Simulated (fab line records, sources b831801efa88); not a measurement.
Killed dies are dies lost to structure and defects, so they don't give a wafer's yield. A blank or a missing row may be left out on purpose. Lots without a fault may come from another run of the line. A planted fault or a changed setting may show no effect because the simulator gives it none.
One fault seen from 2 desks | flow sfq_line | each desk has only its own numbers; what lay behind them comes last

THE TOOL OWNER'S DESK: rie_metal-02
The tool's own readings at SFQ_TRILAYER_M4_BARC_OPEN_METAL_ETCH_123 (etches BARC in O2, target depth 125 nm, time 41.7 s): means of the sampled wafers that have a number, for each lot that ran on this tool. A lot is out of limits, marked OUT, if its mean lies more than 4 standard deviations from the usual mean; the brackets give that distance.
Columns: A = drypump_motor_current_A at SFQ_TRILAYER_M4_BARC_OPEN_METAL_ETCH_123, usual 5.8 A; B = oes_product_au at SFQ_TRILAYER_M4_BARC_OPEN_METAL_ETCH_123, usual 0.684 a.u.; C = run_length_s at SFQ_TRILAYER_M4_BARC_OPEN_METAL_ETCH_123, usual 70.9 s
lot  | first seen here | A   | B     | C
L680 | day 56 08:32    | 6.1 | 0.687 | 70.5
L695 | day 61 13:02    | 6.3 | 0.678 | 74.8 (+4.1) OUT
This desk's finding: out of limits on L695; first on L695, day 61 13:02 (run_length_s at SFQ_TRILAYER_M4_BARC_OPEN_METAL_ETCH_123). In limits: L680.

THE METROLOGY DESK
What the gauges read, lot by lot, whatever tool the lot ran on: means of the sampled wafers that have a number. A lot is out of limits, marked OUT, if its mean lies more than 4 standard deviations from the usual mean; the brackets give that distance.
Columns: A = M4_NB_RS at SFQ_M4_RS_MEAS_924, usual 0.897 ohm/sq; B = M4_OVL at SFQ_M4_OVL_MEAS_926, usual 1 nm
lot  | first seen here | A     | B
L680 | day 50 22:23    | 0.902 | 2
L687 | day 53 10:50    | 0.893 | 15
L695 | day 56 16:43    | 0.896 | -4
L700 | day 57 15:30    | 0.886 | 4
L702 | day 58 06:01    | 0.899 | 4
This desk's finding: nothing out of limits on any of the 5 lots.

PUT TOGETHER
The tool owner's desk could have raised an alarm at day 61 13:02, on L695.
The metrology desk saw nothing out of limits.
The metrology desk has L695 on record, within its limits.
Of the lots named, all ran SFQ_TRILAYER_M4_BARC_OPEN_METAL_ETCH_123 on rie_metal-02.

WHAT THE SIMULATOR HAD PUT IN
Process parameter drift: rie_metal-02, from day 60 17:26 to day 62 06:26, at SFQ_TRILAYER_M4_BARC_OPEN_METAL_ETCH_123. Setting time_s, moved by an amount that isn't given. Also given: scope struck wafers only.
Lots struck among those shown: L695.
Hours from the fault's start to each desk's first reading out of limits: the tool owner's desk, 20.
